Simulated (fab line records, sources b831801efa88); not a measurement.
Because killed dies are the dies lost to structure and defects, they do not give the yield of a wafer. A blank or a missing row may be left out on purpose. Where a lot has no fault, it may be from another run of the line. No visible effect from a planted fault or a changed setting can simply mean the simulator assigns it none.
The tool behind it: which one? | flow gf180mcu | 11 lots with 33 wafers sampled at 2 steps, on a route of 602 steps

== WHAT EACH GAUGE READ, for each wafer ==
GF_V5_RS_MEAS_24: uses a four-point probe to measure.
lot  | measured     | on           | V5_W_RS (ohm/sq)
L685 | day 26 23:05 | filmMetro-01 | 0.328 0.331 0.331
L686 | day 27 12:28 | filmMetro-01 | 0.328 0.326 0.330
L689 | day 28 11:32 | filmMetro-04 | 0.320 0.321 0.320
L691 | day 29 09:58 | filmMetro-01 | 0.325 0.326 0.322
L695 | day 30 07:04 | filmMetro-01 | 0.318 0.321 0.320
L696 | day 30 18:13 | filmMetro-01 | 0.322 0.323 0.323
L697 | day 30 21:26 | filmMetro-03 | 0.787 0.777 0.788
L698 | day 31 13:51 | filmMetro-01 | 0.765 0.777 0.748
L699 | day 31 17:18 | filmMetro-04 | 0.325 0.331 0.331
L704 | day 33 04:29 | filmMetro-03 | 0.329 0.326 0.327
L707 | day 33 11:55 | filmMetro-01 | 0.331 0.327 0.331

== TOOL THAT RAN EACH LOT (tool first, then ch and the chambers of the sampled wafers, then the start) ==
lot  | GF_V5_CVD_23
L685 | cvdW-02 ch 0,1, day 26 22:56
L686 | cvdW-02 ch 0,1, day 27 12:20
L689 | cvdW-01 ch 1, day 28 11:20
L691 | cvdW-01 ch 0,1, day 29 09:49
L695 | cvdW-01 ch 0,1, day 30 06:57
L696 | cvdW-01 ch 0,1, day 30 18:05
L697 | cvdW-01 ch 0,1, day 30 21:18
L698 | cvdW-01 ch 0,1, day 31 13:43
L699 | cvdW-02 ch 0,1, day 31 17:11
L704 | cvdW-02 ch 0,1, day 33 04:22
L707 | cvdW-02 ch 0,1, day 33 11:48
- GF_V5_CVD_23: deposits W, target thk 350 nm, time 104.9 s.

== THE ANSWER, worked out from the rows above alone ==
Rule: the lots themselves supply what counts as usual. Put in order of their means at a reading, lots are off if they are a third of the lots or fewer, leave a main group of 4 or more, and stand apart from it by a gap of 3 or more times the standard deviation of the main group's means; of several such gaps the widest counts. A main group whose means are all the same, to the digits that the tables above print for the reading, isn't used. Also off: a lot with no number at a reading for which 4 or more lots have one. Where the step has rows for the other lots, those lots are counted as sound.
Off: L697, L698, at GF_V5_RS_MEAS_24 (V5_W_RS). The main group has a mean of 0.326 ohm/sq with a standard deviation of 0.0038.
A tool fits if, at a process step before that reading, it ran every lot that is off, and no sound lot after the first of them. Those tools and the gauges at GF_V5_RS_MEAS_24 are tried in the same way. One fits: GF_V5_CVD_23 on cvdW-01. Its last sound lot is L696 (day 30 18:05), its first lot that is off L697 (day 30 21:18): a fault that began between those two fits.

== WHAT THE SIMULATOR PUT IN ==
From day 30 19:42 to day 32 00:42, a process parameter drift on cvdW-01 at GF_V5_CVD_23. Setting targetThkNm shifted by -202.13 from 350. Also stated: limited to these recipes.
Shown lots that were struck: L697, L698. The rule above found the same.
